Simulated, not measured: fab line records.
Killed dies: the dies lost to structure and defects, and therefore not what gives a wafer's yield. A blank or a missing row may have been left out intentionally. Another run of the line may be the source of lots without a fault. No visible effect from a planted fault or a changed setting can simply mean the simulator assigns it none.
Chamber matching ; flow gf180mcu ; GF_V4_CVD_02 on pecvd-01: 3 sister chambers
The step deposits SiO2 from TEOS, target thk 850 nm, time 94.851 s. 18 wafers are shown with their chamber, then 9 later ones without.

## WAFERS PAIRED WITH THEIR CHAMBERS
wafer;chamber;heater power w (W)
L253.4;0;627
L253.5;1;711
L253.6;2;681
L256.1;1;579
L256.4;1;639
L256.5;0;646
L258.1;0;610
L258.4;0;638
L258.6;1;713
L259.3;0;561
L259.5;2;560
L259.6;1;694
L262.1;1;680
L262.3;2;679
L262.5;1;559
L264.1;1;650
L264.4;0;626
L264.6;1;656

SIGNATURES, as means of the wafers listed above
reading;chamber 0;chamber 1;chamber 2;scatter within a chamber
heater power w;618.00;653.44;640.00;50.4
Rule: distance of a wafer from a chamber = root of the sum over the readings of ((wafer's reading minus chamber's mean) / reading's scatter) squared. If the next closest chamber is less than 2 further off than the closest, the wafer can't be placed; otherwise it belongs to the closest. The scatter is the square root of a quotient: the sum, over the shown wafers, of each reading's squared deviation from its chamber's mean, divided by wafers minus chambers.

## WAFERS WITH NO CHAMBER GIVEN
wafer;heater power w (W)
L265.1;651
L265.2;643
L265.4;669
L266.2;618
L266.3;682
L266.5;666
L275.1;617
L275.5;528
L275.6;713

## WHICH CHAMBER EACH WENT THROUGH
wafer;from the rows above;in truth
L265.1;can't be placed: 1 or 2 or 0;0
L265.2;can't be placed: 2 or 1 or 0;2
L265.4;can't be placed: 1 or 2 or 0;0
L266.2;can't be placed: 0 or 2 or 1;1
L266.3;can't be placed: 1 or 2 or 0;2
L266.5;can't be placed: 1 or 2 or 0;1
L275.1;can't be placed: 0 or 2 or 1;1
L275.5;can't be placed: 0 or 2 or 1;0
L275.6;can't be placed: 1 or 2 or 0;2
Correct placement for 0 of the 9. Cannot be placed on the basis of these rows: 9; the candidates contain the true chamber in 9. Number placed wrongly: 0.
